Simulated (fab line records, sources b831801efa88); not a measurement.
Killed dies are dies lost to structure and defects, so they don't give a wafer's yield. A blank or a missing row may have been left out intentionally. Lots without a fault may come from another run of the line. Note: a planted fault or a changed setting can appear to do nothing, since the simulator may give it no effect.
Which tool was responsible? / flow gf180mcu / 39 wafers from 13 lots sampled at 4 of the route's 602 steps

== WHAT EACH GAUGE READ, for each wafer ==
GF_M4_THK_MEAS_06: measures by xrf. Usual: for M4_ALCU_THK the level is 439 nm and the standard deviation is 6.2.
lot=L714; measured=day 22 16:42; on=film metro-03; M4_ALCU_THK (nm)=440 440 441; flag=
lot=L713; measured=day 22 19:41; on=film metro-04; M4_ALCU_THK (nm)=442 442 446; flag=
lot=L715; measured=day 23 04:25; on=film metro-02; M4_ALCU_THK (nm)=433 434 428; flag=
lot=L716; measured=day 23 19:35; on=film metro-04; M4_ALCU_THK (nm)=440 438 441; flag=
lot=L717; measured=day 24 01:52; on=film metro-04; M4_ALCU_THK (nm)=443 441 443; flag=
lot=L718; measured=day 24 04:31; on=film metro-04; M4_ALCU_THK (nm)=453 451 447; flag=
lot=L719; measured=day 24 14:32; on=film metro-02; M4_ALCU_THK (nm)=433 434 432; flag=
lot=L720; measured=day 24 23:36; on=film metro-03; M4_ALCU_THK (nm)=451 450 451; flag=
lot=L721; measured=day 25 06:45; on=film metro-04; M4_ALCU_THK (nm)=446 442 445; flag=
lot=L729; measured=day 27 20:58; on=film metro-03; M4_ALCU_THK (nm)=440 438 438; flag=
lot=L731; measured=day 28 08:39; on=film metro-02; M4_ALCU_THK (nm)=434 436 437; flag=
lot=L735; measured=day 29 10:19; on=film metro-03; M4_ALCU_THK (nm)=439 439 438; flag=
lot=L736; measured=day 29 21:10; on=film metro-02; M4_ALCU_THK (nm)=435 427 429; flag=

GF_V4_THK_MEAS_01. Usual: for V4_CVD_00_THK the level is 599 nm and the standard deviation is 6.7.
lot=L714; measured=day 23 16:26; on=film metro-01; V4_CVD_00_THK (nm)=594 589 596; flag=
lot=L713; measured=day 23 18:53; on=film metro-04; V4_CVD_00_THK (nm)=599 589 592; flag=
lot=L715; measured=day 24 03:40; on=film metro-01; V4_CVD_00_THK (nm)=596 589 600; flag=
lot=L716; measured=day 24 18:46; on=film metro-04; V4_CVD_00_THK (nm)=590 584 591; flag=
lot=L717; measured=day 25 01:08; on=film metro-01; V4_CVD_00_THK (nm)=598 600 598; flag=
lot=L718; measured=day 25 02:37; on=film metro-01; V4_CVD_00_THK (nm)=595 593 605; flag=
lot=L719; measured=day 25 12:52; on=film metro-04; V4_CVD_00_THK (nm)=595 595 591; flag=
lot=L720; measured=day 25 22:09; on=film metro-01; V4_CVD_00_THK (nm)=597 596 598; flag=
lot=L721; measured=day 26 04:44; on=film metro-02; V4_CVD_00_THK (nm)=599 591 597; flag=
lot=L729; measured=day 28 22:09; on=film metro-04; V4_CVD_00_THK (nm)=598 597 601; flag=
lot=L731; measured=day 29 03:23; on=film metro-04; V4_CVD_00_THK (nm)=610 613 618; flag=
lot=L735; measured=day 30 05:32; on=film metro-04; V4_CVD_00_THK (nm)=599 596 601; flag=
lot=L736; measured=day 30 16:05; on=film metro-04; V4_CVD_00_THK (nm)=597 592 602; flag=

GF_V4_BOW_MEAS_05. Usual: for V4_BOW the level is 136 um and the standard deviation is 9.3.
lot=L714; measured=day 23 16:56; on=film metro-04; V4_BOW (um)=145 135 143; flag=
lot=L713; measured=day 23 19:23; on=film metro-01; V4_BOW (um)=129 137 138; flag=
lot=L715; measured=day 24 04:12; on=film metro-02; V4_BOW (um)=147 144 143; flag=
lot=L716; measured=day 24 19:15; on=film metro-01; V4_BOW (um)=146 136 144; flag=
lot=L717; measured=day 25 01:38; on=film metro-02; V4_BOW (um)=132 134 126; flag=
lot=L718; measured=day 25 03:07; on=film metro-01; V4_BOW (um)=161 149 142; flag=
lot=L719; measured=day 25 13:23; on=film metro-04; V4_BOW (um)=126 138 125; flag=
lot=L720; measured=day 25 22:38; on=film metro-04; V4_BOW (um)=141 134 125; flag=
lot=L721; measured=day 26 05:14; on=film metro-02; V4_BOW (um)=138 140 139; flag=
lot=L729; measured=day 28 22:38; on=film metro-04; V4_BOW (um)=134 125 125; flag=
lot=L731; measured=day 29 03:53; on=film metro-01; V4_BOW (um)=129 135 136; flag=
lot=L735; measured=day 30 06:02; on=film metro-04; V4_BOW (um)=123 136 118; flag=
lot=L736; measured=day 30 16:37; on=film metro-04; V4_BOW (um)=121 119 118; flag=

== EACH LOT AND THE TOOL THAT RAN IT (in order: tool; ch and the chambers of the sampled wafers; start) ==
lot=L714; GF_V4_CMP_04=cmp-02 ch 0,1,3, day 23 16:41
lot=L713; GF_V4_CMP_04=cmp-02 ch 0,1, day 23 19:04
lot=L715; GF_V4_CMP_04=cmp-02 ch 0,1,2, day 24 04:00
lot=L716; GF_V4_CMP_04=cmp-02 ch 0,1,3, day 24 18:57
lot=L717; GF_V4_CMP_04=cmp-01 ch 1,2, day 25 01:23
lot=L718; GF_V4_CMP_04=cmp-01 ch 0,1,2, day 25 02:54
lot=L719; GF_V4_CMP_04=cmp-01 ch 0,1,2, day 25 13:05
lot=L720; GF_V4_CMP_04=cmp-02 ch 0,2,3, day 25 22:23
lot=L721; GF_V4_CMP_04=cmp-01 ch 1,2, day 26 04:55
lot=L729; GF_V4_CMP_04=cmp-02 ch 0,2,3, day 28 22:20
lot=L731; GF_V4_CMP_04=cmp-02 ch 1,2,3, day 29 03:38
lot=L735; GF_V4_CMP_04=cmp-01 ch 2,3, day 30 05:42
lot=L736; GF_V4_CMP_04=cmp-01 ch 0,2,3, day 30 16:21
- GF_V4_CMP_04: polishes SiO2.

== AS READ BY THE TOOLS THEMSELVES (means over the sampled wafers that have a number; for cases with no such wafer, the mark the record gives instead) ==
GF_V4_CMP_04. Usual: motor current A 12.2 A, standard deviation 1.2; retaining ring pressure frac 1.000, standard deviation 0.0054; time to endpoint s 86 s, standard deviation 4.7.
lot=L714; tool=cmp-02; motor current A (A)=12.1; retaining ring pressure frac=1.004; time to endpoint s (s)=85; flag=
lot=L713; tool=cmp-02; motor current A (A)=12.5; retaining ring pressure frac=0.999; time to endpoint s (s)=85; flag=
lot=L715; tool=cmp-02; motor current A (A)=12.5; retaining ring pressure frac=1.000; time to endpoint s (s)=82; flag=
lot=L716; tool=cmp-02; motor current A (A)=11.8; retaining ring pressure frac=0.999; time to endpoint s (s)=83; flag=
lot=L717; tool=cmp-01; motor current A (A)=12.3; retaining ring pressure frac=1.002; time to endpoint s (s)=87; flag=
lot=L718; tool=cmp-01; motor current A (A)=12.3; retaining ring pressure frac=0.993; time to endpoint s (s)=86; flag=
lot=L719; tool=cmp-01; motor current A (A)=12.0; retaining ring pressure frac=1.002; time to endpoint s (s)=92; flag=
lot=L720; tool=cmp-02; motor current A (A)=11.7; retaining ring pressure frac=0.993; time to endpoint s (s)=91; flag=
lot=L721; tool=cmp-01; motor current A (A)=11.0; retaining ring pressure frac=1.001; time to endpoint s (s)=85; flag=
lot=L729; tool=cmp-02; motor current A (A)=11.7; retaining ring pressure frac=1.001; time to endpoint s (s)=77; flag=
lot=L731; tool=cmp-02; motor current A (A)=11.7; retaining ring pressure frac=0.998; time to endpoint s (s)=77; flag=
lot=L735; tool=cmp-01; motor current A (A)=13.0; retaining ring pressure frac=1.006; time to endpoint s (s)=87; flag=
lot=L736; tool=cmp-01; motor current A (A)=13.2; retaining ring pressure frac=1.000; time to endpoint s (s)=94; flag=

== THE ANSWER, worked out from the rows above alone ==
Rule: lot off if the mean of its wafers having a number is beyond 3 standard deviations from the usual mean. A lot without any number at a reading at which 4 lots or more have one is off too. Where the step has rows for the other lots, those lots are counted as sound. Order of review: gauges by route order, followed by the tools' own readings, for which a lot's mean as printed above is used. At the first step where some lot is off, the reading lying furthest off is the one used; lots without a number count as furthest.
No lot is off at any reading shown: from this, nothing can be told.

== WHAT THE SIMULATOR HAD INSERTED ==
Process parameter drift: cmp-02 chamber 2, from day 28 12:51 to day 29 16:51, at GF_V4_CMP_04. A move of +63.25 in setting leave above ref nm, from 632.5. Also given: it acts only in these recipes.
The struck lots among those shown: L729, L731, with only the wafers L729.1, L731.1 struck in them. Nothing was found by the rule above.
